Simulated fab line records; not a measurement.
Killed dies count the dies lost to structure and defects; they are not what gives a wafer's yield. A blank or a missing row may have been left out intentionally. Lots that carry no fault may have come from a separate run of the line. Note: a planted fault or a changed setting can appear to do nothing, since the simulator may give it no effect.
2 desks, one fault | flow sky130 | each desk has only its own numbers; what lay behind them comes last

FOR THE TOOL OWNER'S DESK: implanter-01
SKY_NWELL_IMPLANT_12, tool's own readings: per-lot mean of the sampled wafers with a number, covering each lot this tool ran. The brackets show how far a lot's mean lies from the usual mean; more than 4 standard deviations puts the lot out of limits, marked OUT.
Columns: A = dose ions cm2 at SKY_NWELL_IMPLANT_12, usual 1.2998e+12; B = faraday current uA at SKY_NWELL_IMPLANT_12, usual 7.32
lot  | first seen here | A                            | B
L307 | day 4 11:44     | 1.2997e+12                   | 7.17
L309 | day 5 04:11     | 1.3001e+12                   | 7.37
L318 | day 7 05:09     | 1.6443e+12 (+99 or more) OUT | 9.38 (+16) OUT
L319 | day 7 13:27     | 1.6420e+12 (+99 or more) OUT | 9.19 (+14) OUT
This desk's verdict: out of limits on L318, L319, starting with L318 at day 7 05:09 (dose ions cm2 at SKY_NWELL_IMPLANT_12). L307, L309: within limits.

FROM THE METROLOGY DESK
Means of the sampled wafers that have a number, per lot and without regard to the tool the lot ran on: this is what the gauges read. The brackets show how far a lot's mean lies from the usual mean; more than 4 standard deviations puts the lot out of limits, marked OUT.
Columns: A = INCOMING_BOW at SKY_FIELD_ISO_BOW_MEAS_00, usual 0 um; B = NWELL_OXIDATION_THK at SKY_NWELL_THK_MEAS_02, usual 10.06 nm; C = NWELL_RS at SKY_NWELL_RS_MEAS_29, usual 624.1 ohm/sq
lot  | first seen here | A  | B     | C
L307 | day 1 10:00     | -1 | 9.86  | 625.4
L308 | day 1 15:00     | 3  | 10.05 | 624.2
L309 | day 1 20:00     | 3  | 10.34 | 621.5
L310 | day 2 01:00     | 0  | 10.14 | 622.6
L318 | day 3 17:00     | -7 | 10.06 | 614.5 (-5.1) OUT
L319 | day 3 22:01     | 5  | 9.93  | 612.4 (-6.2) OUT
L321 | day 4 08:00     | 1  | 10.02 | 623.2
L323 | day 4 18:00     | -7 | 10.15 | 625.1
L325 | day 5 04:00     | -3 | 9.87  | 624.6
L329 | day 6 00:01     | -0 | 9.89  | 625.6
L330 | day 6 05:02     | -6 | 9.95  | 622.3
This desk's result: L318, L319 out of limits, first on L318 (NWELL_RS at SKY_NWELL_RS_MEAS_29), day 8 01:44. L307, L308, L309, L310, L321, L323, L325, L329, L330: within limits.

PUT TOGETHER
The tool owner's desk could have raised an alarm at day 7 05:09, on L318, L319.
An alarm was possible from the metrology desk at day 8 01:44, on L318, L319.
Of the lots named, all ran SKY_NWELL_IMPLANT_12 on implanter-01.

WHAT THE SIMULATOR HAD INSERTED
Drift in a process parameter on implanter-01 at SKY_NWELL_IMPLANT_12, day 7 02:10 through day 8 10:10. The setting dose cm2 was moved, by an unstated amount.
Shown lots that were struck: L318, L319.
Delay (hours) between the fault's onset and each desk's first out-of-limits reading: 3 at the tool owner's desk, 24 at the metrology desk.
